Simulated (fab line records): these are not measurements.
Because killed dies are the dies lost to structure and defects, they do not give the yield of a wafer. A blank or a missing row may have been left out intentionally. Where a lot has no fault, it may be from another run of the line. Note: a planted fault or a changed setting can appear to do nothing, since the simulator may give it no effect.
Which tool did it?	flow sfq-line	39 wafers from 13 lots sampled at 5 of the route's 325 steps

== WHAT THE GAUGES SHOWED, per wafer ==
SFQ_I7_BOW_MEAS_946.
lot	measured	on	I7_BOW (um)
L469	day 70 03:17	film-metro-04	-3 4 -11
L470	day 70 14:20	film-metro-02	4 10 15
L472	day 71 14:21	film-metro-03	-1 -2 2
L473	day 71 17:23	film-metro-03	-7 -1 -5
L475	day 71 20:22	film-metro-04	-4 -3 -7
L476	day 72 02:20	film-metro-04	-2 1 11
L478	day 76 20:02	film-metro-02	7 16 5
L479	day 77 09:13	film-metro-02	21 9 27
L480	day 77 12:52	film-metro-04	17 23 22
L481	day 77 16:31	film-metro-03	4 -2 9
L482	day 78 03:17	film-metro-04	29 20 2
L483	day 78 07:17	film-metro-03	35 30 24
L492	day 81 17:46	film-metro-02	36 28 21

== TOOL THAT RAN EACH LOT (tool first, then ch and the chambers of the sampled wafers, then the start) ==
lot	SFQ_TRILAYER_L0_CAP_PECVD_011	SFQ_TRILAYER_L0_VIA_ETCH_VIA_ETCH_016	SFQ_TRILAYER_M6_BARC_OPEN_METAL_ETCH_206	SFQ_TRILAYER_I7_DEP_PECVD_183
L469	pecvd-01 ch 1,2, day 3 14:02	rie-diel-04 ch 2,3, day 5 10:29	rie-metal-01 ch 0,1, day 64 12:02	pecvd-04 ch 0,1, day 69 21:22
L470	pecvd-03 ch 0,1, day 3 20:02	rie-diel-04 ch 0,3, day 5 16:29	rie-metal-03 ch 0,1, day 65 03:38	pecvd-04 ch 0,1, day 70 10:18
L472	pecvd-03 ch 1,2, day 4 08:47	rie-diel-03 ch 0,1,2, day 6 03:19	rie-metal-04 ch 0,1, day 66 06:02	pecvd-04 ch 1,2, day 71 06:49
L473	pecvd-01 ch 0,2, day 4 11:55	rie-diel-04 ch 0,3, day 6 08:05	rie-metal-01 ch 0,1, day 66 08:27	pecvd-04 ch 0,1,2, day 71 10:26
L475	pecvd-01 ch 1,2, day 4 16:59	rie-diel-02 ch 0,1,2, day 6 15:23	rie-metal-03 ch 0,1, day 66 19:15	pecvd-04 ch 1,2, day 71 15:28
L476	pecvd-03 ch 0,2, day 5 01:23	rie-diel-04 ch 0,2, day 6 23:47	rie-metal-04 ch 0,1, day 67 00:02	pecvd-04 ch 1,2, day 71 19:04
L478	pecvd-01 ch 1,2, day 5 12:11	rie-diel-04 ch 0,1, day 7 10:35	rie-metal-03 ch 0,1, day 68 10:39	pecvd-04 ch 0,2, day 76 16:55
L479	pecvd-01 ch 0,2, day 5 15:47	rie-diel-03 ch 0,2,3, day 7 12:59	rie-metal-01 ch 0,1, day 68 23:50	pecvd-04 ch 0,2, day 77 06:07
L480	pecvd-04 ch 0,1,2, day 5 21:48	rie-diel-02 ch 0,1, day 7 20:11	rie-metal-03 ch 0,1, day 69 05:51	pecvd-03 ch 0,1,2, day 77 09:46
L481	pecvd-01 ch 0,1,2, day 6 02:36	rie-diel-02 ch 0,2,3, day 8 03:11	rie-metal-04 ch 0,1, day 69 14:14	pecvd-02 ch 0,1,2, day 77 13:25
L482	pecvd-03 ch 0,1,2, day 6 07:30	rie-diel-04 ch 0,1,2, day 8 07:59	rie-metal-03 ch 0,1, day 70 02:14	pecvd-04 ch 0,1,2, day 78 00:12
L483	pecvd-03 ch 0,1, day 6 14:52	rie-diel-02 ch 0,1,2, day 8 17:37	rie-metal-01 ch 0,1, day 70 07:02	pecvd-02 ch 0,1,2, day 78 04:13
L492	pecvd-01 ch 0,2, day 8 16:41	rie-diel-04 ch 0,1,3, day 11 00:49	rie-metal-01 ch 1, day 74 00:36	pecvd-03 ch 0,1, day 81 13:28
- SFQ_TRILAYER_L0_CAP_PECVD_011: deposits SiO2 from SiH4/N2O, time 13.333 s, target thk 60 nm.
- SFQ_TRILAYER_L0_VIA_ETCH_VIA_ETCH_016: etches SiO2 in CHF3, stops on MoNx KI, target depth 80 nm.
- SFQ_TRILAYER_M6_BARC_OPEN_METAL_ETCH_206: etches BARC in O2, target depth 125 nm, time 41.7 s.
- SFQ_TRILAYER_I7_DEP_PECVD_183: deposits SiO2 from SiH4/N2O, time 111.11 s, target thk 500 nm.

== WHAT THE TOOLS THEMSELVES READ (means of the sampled wafers that have a number; where no wafer has one, the mark that the record gives instead) ==
SFQ_TRILAYER_L0_CAP_PECVD_011.
lot	tool	heater-power-w (W)	throttle-valve-pct (%)
L469	pecvd-01	86	24.0
L470	pecvd-03	119	25.1
L472	pecvd-03	79	26.5
L473	pecvd-01	78	24.6
L475	pecvd-01	88	24.1
L476	pecvd-03	100	26.8
L478	pecvd-01	95	24.0
L479	pecvd-01	89	24.7
L480	pecvd-04	88	26.8
L481	pecvd-01	84	24.5
L482	pecvd-03	90	25.9
L483	pecvd-03	92	25.4
L492	pecvd-01	75	25.2

SFQ_TRILAYER_L0_VIA_ETCH_VIA_ETCH_016.
lot	tool	drypump-motor-current-A (A)	oes-product-au (a.u.)
L469	rie-diel-04	5.79	0.853
L470	rie-diel-04	5.72	0.838
L472	rie-diel-03	5.61	0.837
L473	rie-diel-04	5.73	0.838
L475	rie-diel-02	5.38	0.855
L476	rie-diel-04	5.73	0.845
L478	rie-diel-04	5.60	0.858
L479	rie-diel-03	5.66	0.847
L480	rie-diel-02	5.56	0.843
L481	rie-diel-02	5.24	0.844
L482	rie-diel-04	5.61	0.843
L483	rie-diel-02	5.36	0.840
L492	rie-diel-04	5.61	0.814

SFQ_TRILAYER_M6_BARC_OPEN_METAL_ETCH_206.
lot	tool	drypump-motor-current-A (A)	oes-product-au (a.u.)
L469	rie-metal-01	5.76	0.688
L470	rie-metal-03	5.42	0.686
L472	rie-metal-04	5.96	0.687
L473	rie-metal-01	5.75	0.688
L475	rie-metal-03	5.35	0.683
L476	rie-metal-04	5.98	0.684
L478	rie-metal-03	5.44	0.684
L479	rie-metal-01	5.77	0.683
L480	rie-metal-03	5.37	0.689
L481	rie-metal-04	5.80	0.685
L482	rie-metal-03	5.44	0.684
L483	rie-metal-01	5.75	0.685
L492	rie-metal-01	5.47	0.686

SFQ_TRILAYER_I7_DEP_PECVD_183.
lot	tool	heater-power-w (W)	throttle-valve-pct (%)
L469	pecvd-04	81	26.0
L470	pecvd-04	85	26.2
L472	pecvd-04	97	25.9
L473	pecvd-04	85	25.4
L475	pecvd-04	94	25.9
L476	pecvd-04	98	26.0
L478	pecvd-04	77	25.1
L479	pecvd-04	81	24.2
L480	pecvd-03	96	25.6
L481	pecvd-02	112	24.6
L482	pecvd-04	82	25.4
L483	pecvd-02	108	24.8
L492	pecvd-03	114	24.7

== THE ANSWER, worked out from the rows above alone ==
Rule: the lots themselves supply what counts as usual. The widest of any qualifying gaps counts: lots, ordered by their means at a reading, are off when they make up no more than a third of the lots, leave a main group of 4 or more, and stand apart from it by 3 or more times the standard deviation of that group's means. A main group is skipped when, at the precision printed for the reading in the tables above, its means are all equal. A lot without any number at a reading at which 4 lots or more have one is off too. The other lots that the step has rows for count as sound. First the gauges in route order, then the tools' own readings, where a lot's mean is used as printed above. At the first step where some lot is off, the reading lying furthest off is the one used; lots without a number count as furthest.
Off: L492, at SFQ_TRILAYER_L0_VIA_ETCH_VIA_ETCH_016 (oes-product-au). Mean 0.845 a.u. and standard deviation 0.0067 in the main group.
If a tool, at that step or one of the process steps before it, ran each lot that is off and ran no sound lot following the first of them, it fits. 2 tools fit, pecvd-01 at SFQ_TRILAYER_L0_CAP_PECVD_011 and rie-diel-04 at SFQ_TRILAYER_L0_VIA_ETCH_VIA_ETCH_016, so this cannot tell which one it is.

== WHAT THE SIMULATOR PUT IN ==
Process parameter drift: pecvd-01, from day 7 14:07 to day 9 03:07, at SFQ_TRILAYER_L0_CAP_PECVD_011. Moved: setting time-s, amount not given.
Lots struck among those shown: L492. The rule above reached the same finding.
